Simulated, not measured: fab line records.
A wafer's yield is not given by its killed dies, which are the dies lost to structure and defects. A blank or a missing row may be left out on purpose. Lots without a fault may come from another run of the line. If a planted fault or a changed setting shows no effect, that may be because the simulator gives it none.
fab line records -- flow sky130
record: lots: 6, wafers: 18, last-day: 50
route steps=708 shown LOCAL_INTERCONNECT@396 CONTACT@406 PAD_OPEN@708
lots that met no fault: from a run of the same line without faults
start-h: the number of hours between the record's first day and the start of the first shown wafer of the lot -- wait-h: hours since the lot's step before -- " identical to the entry in the row above -- L1.1+2: several wafers, shown together as one row -- - no value present, or no start provided -- * or withheld: withheld -- < > ~ a bound
route shown NAME@n: NAME is a module with steps in the file, n the number in the route of the first one -- usual: mean/standard deviation taken from wafers without a fault -- same: alike in all rows -- chamber/n: place in a boat -- sites: per-site readings -- _std_site: standard deviation across them -- _edge_site: mean of outer sites minus mean of inner sites -- radius-mm: how far each site lies from the wafer's centre -- mask NAME#n: copy n -- behind: the last tool/chamber to shape the wafer -- hold: why the lot went on hold/how many hours it stayed there/how the hold came to an end -- device: names the non-switching transistor (n, p or np) -- end of line: the same wafers' tests at the end of the route -- where a step has no rows: the recipe by itself -- killed: dies that structure and defects cost at the first sort, which is not the same as the wafer's yield -- map: dies across one wafer; x = killed, . = not, _ = none there
set.NAME: the run value of the setting; set.NAME@STEP: its run value at that earlier step -- model.NAME: the simulator's own value behind a step, which no gauge read
certain route steps with their lots: each step a table, each wafer a row
services: a tool's chamber out of use, with start hour (start-h, from the record's first day; less than 0 if before it), hours out, and reason
== steps ==
step: SKY_LOCAL_INTERCONNECT_PEB_09
recipe: peb-temp-c: withheld, peb-time-s: withheld, resist: KrF-thick
step: SKY_LOCAL_INTERCONNECT_DEVELOP_10
recipe: develop-time-s: 60, resist: KrF-thick, dev-temp-c: 21
step: SKY_LOCAL_INTERCONNECT_CD_MEAS_11
recipe: target-cd-nm: 170
usual: cd-nm: 170.2/1.3
lot.wafer,tool,chamber,start-h,wait-h,cd-nm
L119.1,cd-sem-01,-,746.04,-,172.2
L119.2,cd-sem-01,-,746.04,-,172.2
L119.3,cd-sem-01,-,746.04,-,171.2
L124.1,cd-sem-02,-,785.24,-,171.1
L124.2,cd-sem-02,-,785.24,-,169.8
L124.3,cd-sem-02,-,785.24,-,170.6
L125.1,cd-sem-02,-,795.19,-,166.9
L125.2,cd-sem-02,-,795.19,-,169.6
L125.5,cd-sem-02,-,795.19,-,168.8
L126.1,cd-sem-01,-,802.54,-,170.0
L126.2,cd-sem-01,-,802.54,-,171.7
L126.4,cd-sem-01,-,802.54,-,170.1
L127.1,cd-sem-01,-,808.49,-,168.5
L127.2,cd-sem-01,-,808.49,-,170.2
L127.4,cd-sem-01,-,808.49,-,170.2
L136.1,cd-sem-01,-,881.70,-,170.1
L136.3,cd-sem-01,-,881.70,-,170.7
L136.6,cd-sem-01,-,881.70,-,171.6
step: SKY_LOCAL_INTERCONNECT_OVL_MEAS_12
usual: LOCAL_INTERCONNECT_OVL: -3/5.6
lot.wafer,tool,chamber,start-h,wait-h,LOCAL_INTERCONNECT_OVL[nm]
L119.1,overlay-02,-,746.16,0.1,-10
L119.2,overlay-02,-,746.16,0.1,-7
L119.3,overlay-02,-,746.16,0.1,-7
L124.1,overlay-02,-,785.36,0.1,-6
L124.2,overlay-02,-,785.36,0.1,-3
L124.3,overlay-02,-,785.36,0.1,-8
L125.1,overlay-01,-,795.31,0.1,2
L125.2,overlay-01,-,795.31,0.1,-4
L125.5,overlay-01,-,795.31,0.1,6
L126.1,overlay-02,-,802.66,0.1,0
L126.2,overlay-02,-,802.66,0.1,4
L126.4,overlay-02,-,802.66,0.1,4
L127.1,overlay-01,-,808.61,0.1,3
L127.2,overlay-01,-,808.61,0.1,1
L127.4,overlay-01,-,808.61,0.1,-2
L136.1,overlay-01,-,881.82,0.1,2
L136.3,overlay-01,-,881.82,0.1,1
L136.6,overlay-01,-,881.82,0.1,-4
step: SKY_LOCAL_INTERCONNECT_ETCH_13
recipe: chemistry: N2/H2, target: BARC, ion-energy-ev: 200, bias-w: 100, pressure-mtorr: 30, n2-flow-sccm: 100, h2-flow-sccm: 200, icp-w: 500, stop-on: SiO2, time-s: 45.9, target-depth-a: 600
usual: drypump-motor-current-A: 5.9/0.53, oes-product-au: 0.854/0.0047, throttle-valve-pct: 13.224/0.0091
same: time-s: 45.9
lot.wafer,tool,chamber,start-h,wait-h,drypump-motor-current-A,oes-product-au,rf-hours-counter-h,throttle-valve-pct
L119.1,rie-metal-04,0,746.20,0.0,5.3,0.859,0,13.211
L119.2,rie-metal-04,1,746.20,0.0,5.8,0.851,8,13.231
L119.3,rie-metal-04,0,746.20,0.0,5.3,0.851,-,13.204
L124.1,rie-metal-01,0,785.40,0.0,4.9,0.851,13,13.225
L124.2,rie-metal-01,1,785.40,0.0,5.6,0.864,14,13.221
L124.3,rie-metal-01,0,785.40,0.0,4.9,0.845,-,13.234
L125.1,rie-metal-04,0,795.35,0.0,5.3,0.856,3,13.214
L125.2,rie-metal-04,1,795.35,0.0,5.8,0.851,10,13.207
L125.5,rie-metal-04,0,795.35,0.0,5.3,0.854,-,13.216
L126.1,rie-metal-04,0,802.70,0.0,5.3,0.849,3,13.221
L126.2,rie-metal-04,1,802.70,0.0,5.8,0.855,10,13.222
L126.4,rie-metal-04,1,802.70,0.0,5.8,0.851,-,13.219
L127.1,rie-metal-02,1,808.65,0.0,6.5,0.856,9,13.221
L127.2,rie-metal-02,0,808.65,0.0,6.3,0.854,1,13.232
L127.4,rie-metal-02,0,808.65,0.0,6.3,0.851,-,13.212
L136.1,rie-metal-01,0,881.85,0.0,4.9,0.847,17,13.219
L136.3,rie-metal-01,1,881.85,0.0,5.7,0.852,-,13.220
L136.6,rie-metal-01,1,881.85,0.0,5.7,0.850,-,13.222
step: SKY_LOCAL_INTERCONNECT_METAL_ETCH_14
recipe: target-depth-nm: 110, stop-on: PSG, chemistry: Cl2/BCl3, target: TiN, resist-sidewall-deg: 88, pressure-mtorr: 10, icp-w: 900, bias-w: 48.5, Cl2_flow_sccm: 60, bcl3-flow-sccm: 30, time-s: 31.4
usual: drypump-motor-current-A: 5.8/0.53, oes-product-au: 0.958/0.0068, throttle-valve-pct: 21.891/0.011
same: time-s: 31.4
lot.wafer,tool,chamber,start-h,wait-h,drypump-motor-current-A,oes-product-au,rf-hours-counter-h,throttle-valve-pct
L119.1,rie-metal-04,0,746.28,0.1,5.3,0.963,1,21.892
L119.2,rie-metal-04,1,746.28,0.1,5.8,0.960,8,21.896
L119.3,rie-metal-04,0,746.28,0.1,5.3,0.966,-,21.890
L124.1,rie-metal-01,0,785.46,0.0,4.9,0.957,13,21.889
L124.2,rie-metal-01,1,785.46,0.0,5.7,0.962,14,21.893
L124.3,rie-metal-01,0,785.46,0.0,4.9,0.956,-,21.883
L125.1,rie-metal-04,0,795.41,0.0,5.3,0.959,3,21.874
L125.2,rie-metal-04,1,795.41,0.0,5.8,0.960,10,21.908
L125.5,rie-metal-04,0,795.41,0.0,5.4,0.956,-,21.892
L126.1,rie-metal-04,0,802.76,0.0,5.3,0.965,3,21.867
L126.2,rie-metal-04,1,802.76,0.0,5.8,0.965,10,21.895
L126.4,rie-metal-04,1,802.76,0.0,5.8,0.968,-,21.891
L127.1,rie-metal-02,1,808.71,0.0,6.5,0.960,9,21.881
L127.2,rie-metal-02,0,808.71,0.0,6.2,0.965,1,21.879
L127.4,rie-metal-02,0,808.71,0.0,6.3,0.953,-,21.906
L136.1,rie-metal-01,0,881.91,0.0,4.9,0.957,17,21.905
L136.3,rie-metal-01,1,881.91,0.0,5.7,0.959,-,21.880
L136.6,rie-metal-01,1,881.91,0.0,5.6,0.958,-,21.899
step: SKY_LOCAL_INTERCONNECT_STRIP_15
recipe: chemistry: O2/N2, power-w: 1400, pressure-mtorr: 1500, platen-temp-c: withheld, o2-flow-sccm: 3000, n2-flow-sccm: 300, overash-fraction: 0.5
usual: drypump-motor-current-A: 5.6/0.33, oes-product-au: 0.426/0.0048, strip-time-to-endpoint-s: 4.718/0.016
lot.wafer,tool,chamber,start-h,wait-h,drypump-motor-current-A,oes-product-au,rf-hours-counter-h,strip-time-to-endpoint-s
L119.1,plasma-asher-03,1,746.35,0.0,5.2,0.438,0,4.737
L119.2,plasma-asher-03,0,746.35,0.0,5.7,0.438,0,4.732
L119.3,plasma-asher-03,0,746.35,0.0,5.7,0.423,-,4.733
L124.1,plasma-asher-03,1,785.51,0.0,5.2,0.423,4,4.695
L124.2,plasma-asher-03,0,785.51,0.0,5.7,0.420,4,4.708
L124.3,plasma-asher-03,0,785.51,0.0,5.7,0.424,-,4.694
L125.1,plasma-asher-01,0,795.47,0.0,5.3,0.431,35,4.724
L125.2,plasma-asher-01,1,795.47,0.0,5.5,0.429,35,4.701
L125.5,plasma-asher-01,0,795.47,0.0,5.4,0.429,-,4.715
L126.1,plasma-asher-04,0,802.81,0.0,5.6,0.426,98,4.727
L126.2,plasma-asher-04,1,802.81,0.0,6.3,0.424,98,4.725
L126.4,plasma-asher-04,1,802.81,0.0,6.3,0.422,-,4.723
L127.1,plasma-asher-04,0,808.77,0.0,5.6,0.426,99,4.714
L127.2,plasma-asher-04,1,808.77,0.0,6.3,0.415,99,4.721
L127.4,plasma-asher-04,0,808.77,0.0,5.6,0.428,-,4.725
L136.1,plasma-asher-01,1,881.97,0.0,5.5,0.432,43,4.688
L136.3,plasma-asher-01,1,881.97,0.0,5.5,0.417,-,4.713
L136.6,plasma-asher-01,1,881.97,0.0,5.5,0.418,-,4.704
step: SKY_LOCAL_INTERCONNECT_STRIP_16
recipe: chemistry: post-etch-residue-remover, time-s: 1200, temp-c: 72.5
step: SKY_LOCAL_INTERCONNECT_CLEAN_17
recipe: chemistry: IPA, time-s: 180, temp-c: 25
step: SKY_LOCAL_INTERCONNECT_CLEAN_18
recipe: chemistry: O3/DIW, dry: n2-spin
step: SKY_CONTACT_CVD_00
recipe: material: Si3N4, target-thk-nm: 75, temp-c: 400, time-s: withheld, rf-w: 450
usual: heater-power-w: 720/90
lot.wafer,tool,chamber,start-h,wait-h,heater-power-w
L119.1,pecvd-01,0,746.95,0.0,838
L119.2,pecvd-01,2,746.95,0.0,769
L119.3,pecvd-01,1,746.95,0.0,598
L124.1,pecvd-03,1,786.11,0.0,746
L124.2,pecvd-03,2,786.11,0.0,570
L124.3,pecvd-03,0,786.11,0.0,698
L125.1,pecvd-03,1,796.06,0.0,732
L125.2,pecvd-03,2,796.06,0.0,634
L125.5,pecvd-03,2,796.06,0.0,636
L126.1,pecvd-03,0,803.40,0.0,692
L126.2,pecvd-03,1,803.40,0.0,760
L126.4,pecvd-03,2,803.40,0.0,553
L127.1,pecvd-01,2,809.39,0.0,711
L127.2,pecvd-01,0,809.39,0.0,821
L127.4,pecvd-01,2,809.39,0.0,705
L136.1,pecvd-01,0,882.60,0.0,933
L136.3,pecvd-01,1,882.60,0.0,673
L136.6,pecvd-01,2,882.60,0.0,795
step: SKY_CONTACT_THK_MEAS_01
recipe: reads: Si3N4_of_CONTACT_CVD_00
usual: CONTACT_CVD_00_THK: 74.7/0.95
lot.wafer,tool,chamber,start-h,wait-h,CONTACT_CVD_00_THK[nm]
L119.1,film-metro-04,-,746.98,-,73.5
L119.2,film-metro-04,-,746.98,-,73.5
L119.3,film-metro-04,-,746.98,-,73.0
L124.1,film-metro-03,-,786.14,-,74.3
L124.2,film-metro-03,-,786.14,-,74.2
L124.3,film-metro-03,-,786.14,-,74.2
L125.1,film-metro-03,-,796.09,-,73.5
L125.2,film-metro-03,-,796.09,-,73.5
L125.5,film-metro-03,-,796.09,-,75.4
L126.1,film-metro-04,-,803.44,-,75.0
L126.2,film-metro-04,-,803.44,-,75.1
L126.4,film-metro-04,-,803.44,-,76.9
L127.1,film-metro-03,-,809.42,-,74.8
L127.2,film-metro-03,-,809.42,-,72.9
L127.4,film-metro-03,-,809.42,-,75.4
L136.1,film-metro-04,-,882.63,-,74.0
L136.3,film-metro-04,-,882.63,-,74.0
L136.6,film-metro-04,-,882.63,-,75.5
step: SKY_CONTACT_HDPCVD_02
recipe: material: SiO2, target-thk-nm: 565, sigma-open-frac: 0.3, time-s: 94.2, temp-c: 600, sih4-flow-sccm: 60, pressure-mtorr: 6
usual: run-length-s: 121.7/0.59
lot.wafer,tool,chamber,start-h,wait-h,run-length-s,model.SiO2_of_CONTACT_HDPCVD_02.thk-nm
L119.1,hdpcvd-01,2,747.04,0.1,121.0,570.5
L119.2,hdpcvd-01,0,747.04,0.1,122.3,566.6
L119.3,hdpcvd-01,1,747.04,0.1,121.5,558.4
L124.1,hdpcvd-02,0,786.20,0.1,96.5,413.7
L124.2,hdpcvd-02,1,786.20,0.1,98.0,422.9
L124.3,hdpcvd-02,2,786.20,0.1,97.5,427.5
L125.1,hdpcvd-01,1,796.15,0.1,121.3,555.9
L125.2,hdpcvd-01,0,796.15,0.1,122.2,557.6
L125.5,hdpcvd-01,2,796.15,0.1,121.5,560.7
L126.1,hdpcvd-02,0,803.50,0.1,96.6,417.9
L126.2,hdpcvd-02,2,803.50,0.1,97.3,420.1
L126.4,hdpcvd-02,2,803.50,0.1,97.2,429.9
L127.1,hdpcvd-01,0,809.48,0.1,122.1,557.7
L127.2,hdpcvd-01,2,809.48,0.1,121.2,566.5
L127.4,hdpcvd-01,0,809.48,0.1,122.1,561.7
L136.1,hdpcvd-02,0,882.69,0.1,120.9,574.1
L136.3,hdpcvd-02,2,882.69,0.1,121.4,575
L136.6,hdpcvd-02,2,882.69,0.1,121.7,576.8
step: SKY_CONTACT_THK_MEAS_03
recipe: reads: SiO2_of_CONTACT_HDPCVD_02
usual: CONTACT_HDPCVD_THK: 564/6
lot.wafer,tool,chamber,start-h,wait-h,CONTACT_HDPCVD_THK[nm]
L119.1,film-metro-04,-,747.11,0.0,571
L119.2,film-metro-04,-,747.11,0.0,566
L119.3,film-metro-04,-,747.11,0.0,559
L124.1,film-metro-04,-,786.27,0.0,414
L124.2,film-metro-04,-,786.27,0.0,423
L124.3,film-metro-04,-,786.27,0.0,428
L125.1,film-metro-03,-,796.22,0.0,557
L125.2,film-metro-03,-,796.22,0.0,557
L125.5,film-metro-03,-,796.22,0.0,560
L126.1,film-metro-03,-,803.56,0.0,418
L126.2,film-metro-03,-,803.56,0.0,420
L126.4,film-metro-03,-,803.56,0.0,430
L127.1,film-metro-04,-,809.55,0.0,558
L127.2,film-metro-04,-,809.55,0.0,566
L127.4,film-metro-04,-,809.55,0.0,562
L136.1,film-metro-01,-,882.76,0.0,574
L136.3,film-metro-01,-,882.76,0.0,575
L136.6,film-metro-01,-,882.76,0.0,577
step: SKY_CONTACT_CMP_04
recipe: material: SiO2, down-force-psi: 4, platen-rpm: 60, pad-velocity-m-s: 0.94248
usual: motor-current-A: 12.2/1.2, time-to-endpoint-s: 83/3.6
lot.wafer,tool,chamber,start-h,wait-h,motor-current-A,time-to-endpoint-s
L119.1,cmp-01,0,747.32,0.2,12.7,80
L119.2,cmp-01,1,747.32,0.2,14.2,81
L119.3,cmp-01,3,747.32,0.2,10.5,75
L124.2,cmp-01,3,786.33,0.0,10.9,31
L124.1,cmp-01,0,786.33,0.0,12.3,28
L124.3,cmp-01,2,786.33,0.0,11.7,32
L125.2,cmp-01,3,796.38,0.1,11.2,79
L125.1,cmp-01,0,796.38,0.1,12.6,77
L125.5,cmp-01,1,796.38,0.1,13.8,79
L126.2,cmp-01,3,803.62,0.0,11.3,31
L126.1,cmp-01,0,803.62,0.0,13.0,30
L126.4,cmp-01,1,803.62,0.0,13.0,37
L127.1,cmp-02,0,809.61,0.1,11.8,85
L127.4,cmp-02,1,809.61,0.1,11.3,85
L127.2,cmp-02,3,809.61,0.1,13.9,87
L136.3,cmp-02,0,882.87,0.1,12.5,87
L136.1,cmp-02,2,882.87,0.1,9.9,84
L136.6,cmp-02,3,882.87,0.1,14.5,84
step: SKY_CONTACT_BOW_MEAS_05
recipe: mode: bow
usual: CONTACT_BOW: 84/7.8
lot.wafer,tool,chamber,start-h,wait-h,CONTACT_BOW[um]
L119.1,film-metro-03,-,747.62,0.2,90
L119.2,film-metro-03,-,747.62,0.2,86
L119.3,film-metro-03,-,747.62,0.2,76
L124.1,film-metro-04,-,786.63,0.2,76
L124.2,film-metro-04,-,786.63,0.2,80
L124.3,film-metro-04,-,786.63,0.2,82
L125.1,film-metro-03,-,796.58,0.1,98
L125.2,film-metro-03,-,796.58,0.1,93
L125.5,film-metro-03,-,796.58,0.1,91
L126.1,film-metro-03,-,803.92,0.2,82
L126.2,film-metro-03,-,803.92,0.2,87
L126.4,film-metro-03,-,803.92,0.2,74
L127.1,film-metro-03,-,809.91,0.2,84
L127.2,film-metro-03,-,809.91,0.2,104
L127.4,film-metro-03,-,809.91,0.2,92
L136.1,film-metro-03,-,883.12,0.1,87
L136.3,film-metro-03,-,883.12,0.1,83
L136.6,film-metro-03,-,883.12,0.1,107
step: SKY_PAD_OPEN_PROBE_99
usual: killed_at_M0_to_M3: 44/6.3, killed_at_M4_up: 3.1/2, killed-at-contacts: 24/4.8, killed-at-front-end: 15/4.6, killed-at-other: 0.2/0.51, killed-dies: 87/8.4, killed-open: 48/6.4, killed-short: 39/5.9
same: gross-dies: 492, killed-at-back-side: 0
lot.wafer,tool,chamber,start-h,wait-h,killed_at_M0_to_M3,killed_at_M4_up,killed-at-contacts,killed-at-front-end,killed-at-other,killed-dies,killed-open,killed-short
L126.1,prober-02,-,1146.11,0.1,37,0,22,17,0,76,43,33
L126.2,prober-02,-,1146.16,0.1,60,1,31,18,0,110,58,52
L126.4,prober-02,-,1146.26,0.2,48,1,23,13,1,86,49,37
killed by level:class
L126.1 VIA3:geometric-particle:open=10 VIA1:geometric-particle:open=8 FIELD_ISO:geometric-particle:short=7 CONTACT:geometric-particle:open=7 LOCAL_INTERCONNECT:geometric-particle:short=6 LI_CONTACT:geometric-particle:open=5 VIA2:geometric-particle:open=5 VIA1:geometric-particle:short=4
L126.2 VIA1:geometric-particle:open=12 VIA3:geometric-particle:open=11 VIA3:geometric-particle:short=9 CONTACT:geometric-particle:open=9 LI_CONTACT:geometric-particle:open=8 CONTACT:geometric-particle:short=7 METAL3:geometric-particle:short=7 SPACER:geometric-particle:short=6
L126.4 VIA1:geometric-particle:open=13 LI_CONTACT:geometric-particle:open=10 METAL1:geometric-particle:short=6 VIA3:geometric-particle:open=6 METAL2:geometric-particle:short=5 SPACER:geometric-particle:short=4 CONTACT:geometric-particle:short=4 CONTACT:geometric-particle:open=4
== services ==
tool,chamber,start-h,hours,kind
rie-metal-01,0,723.53,4.9,repair
cmp-01,-,725.83,4.1,repair
plasma-asher-03,-,726.33,2.0,repair
plasma-asher-04,-,727.83,0.9,repair
plasma-asher-01,-,728.85,14.0,repair
plasma-asher-03,-,733.75,9.0,pm
plasma-asher-04,-,741.54,3.8,repair
cmp-02,-,758.04,1.6,repair
cmp-02,-,761.58,4.0,pm
plasma-asher-04,-,764.80,9.6,repair
plasma-asher-03,-,765.52,0.5,repair
cmp-01,-,765.58,3.7,pm
rie-metal-02,-,773.81,2.8,pm
hdpcvd-02,1,774.78,2.2,repair
rie-metal-02,-,779.59,0.3,repair
pecvd-01,-,780.43,3.4,repair
rie-metal-04,1,788.64,1.1,repair
pecvd-03,-,800.25,2.8,pm
plasma-asher-01,-,802.48,11.0,repair
plasma-asher-01,-,814.02,1.2,repair
rie-metal-01,-,814.11,3.6,repair
rie-metal-02,1,817.62,27.2,repair
pecvd-03,-,829.62,1.0,repair
rie-metal-04,-,866.60,28.1,pm
== key ==
first-sign: step: SKY_CONTACT_HDPCVD_02, reading: run-length-s, direction: down, sigmas: 42, usual: *, struck: *
effect: step: SKY_CONTACT_THK_MEAS_03, reading: CONTACT_HDPCVD_THK, direction: down, sigmas: 24, usual: 564, struck: 422
effect: step: SKY_CONTACT_CMP_04, reading: time-to-endpoint-s, direction: down, sigmas: 14, usual: *, struck: *
model-effect: step: SKY_CONTACT_HDPCVD_02, value: SiO2_of_CONTACT_HDPCVD_02.thk-nm, without: 567.3, struck: 422
met-at SKY_CONTACT_HDPCVD_02
struck-wafers L124.1,L124.2,L124.3,L126.1,L126.2,L126.4
tester-left-out L124,L126
fault: kind: process-parameter-drift, tool: hdpcvd-02, chamber: -, onset-h: 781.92, steps: SKY_CONTACT_HDPCVD_02, channel: time-s, offset: *, shape: step, end-h: 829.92, acts-in: *, stated: *
tester-left-out: of these lots the tester's yield and bins aren't shown, on N5 and GAA mostly nor the transistor test; their killed dies are dies lost to structure and defects alone, not to doping, threshold or leakage, so they don't give the yield
